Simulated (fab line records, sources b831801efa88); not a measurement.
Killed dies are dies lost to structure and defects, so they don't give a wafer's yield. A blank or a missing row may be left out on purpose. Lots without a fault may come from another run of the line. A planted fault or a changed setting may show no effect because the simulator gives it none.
Which tool did it? | flow gf180mcu | 12 lots, 36 wafers sampled, at 2 steps of a route of 602

WHAT THE GAUGES READ, wafer by wafer
GF_V3_THK_MEAS_03.
lot  | measured     | on            | V3_CVD_02_THK (nm)
L076 | day 22 06:16 | film_metro-04 | 846 841 844
L075 | day 22 12:08 | film_metro-04 | 849 847 845
L079 | day 23 07:16 | film_metro-04 | 833 834 833
L080 | day 24 00:30 | film_metro-04 | 849 860 852
L083 | day 24 15:05 | film_metro-03 | 857 852 875
L085 | day 25 05:59 | film_metro-03 | 827 816 851
L087 | day 26 04:28 | film_metro-04 | 839 838 834
L089 | day 26 12:17 | film_metro-04 | 836 837 864
L091 | day 27 08:51 | film_metro-04 | 831 859 843
L093 | day 27 19:45 | film_metro-03 | 822 835 834
L095 | day 28 04:45 | film_metro-04 | 833 849 852
L097 | day 28 18:17 | film_metro-03 | 837 839 837

WHICH TOOL RAN EACH LOT (tool, then ch and the chambers of the sampled wafers, then the start)
lot  | GF_M1_METAL_ETCH_16
L076 | rie_metal-03 ch 0,1, day 17 21:59
L075 | rie_metal-03 ch 0,1, day 18 03:59
L079 | rie_metal-03 ch 0,1, day 19 01:26
L080 | rie_metal-04 ch 0,1, day 19 18:46
L083 | rie_metal-01 ch 0,1, day 20 11:52
L085 | rie_metal-04 ch 0,1, day 21 02:58
L087 | rie_metal-01 ch 0, day 22 05:17
L089 | rie_metal-04 ch 0,1, day 22 16:40
L091 | rie_metal-04 ch 0,1, day 23 11:25
L093 | rie_metal-04 ch 0,1, day 24 01:38
L095 | rie_metal-04 ch 0,1, day 24 12:34
L097 | rie_metal-04 ch 0,1, day 25 01:41
- GF_M1_METAL_ETCH_16: etches the open film in Cl2/BCl3, stops on SiO2, target depth 750.8 nm, time 125.1 s.

THE ANSWER, worked out from the rows above alone
Rule: what is usual is taken from the lots themselves. Put in order of their means at a reading, lots are off if they are a third of the lots or fewer, leave a main group of 4 or more, and stand apart from it by a gap of 3 or more times the standard deviation of the main group's means; of several such gaps the widest counts. A main group whose means are all the same, to the digits that the tables above print for the reading, isn't used. A lot without any number at a reading at which 4 lots or more have one is off too. The other lots that the step has rows for count as sound.
No lot is off at any reading shown: from this, nothing can be told.

WHAT THE SIMULATOR HAD PUT IN
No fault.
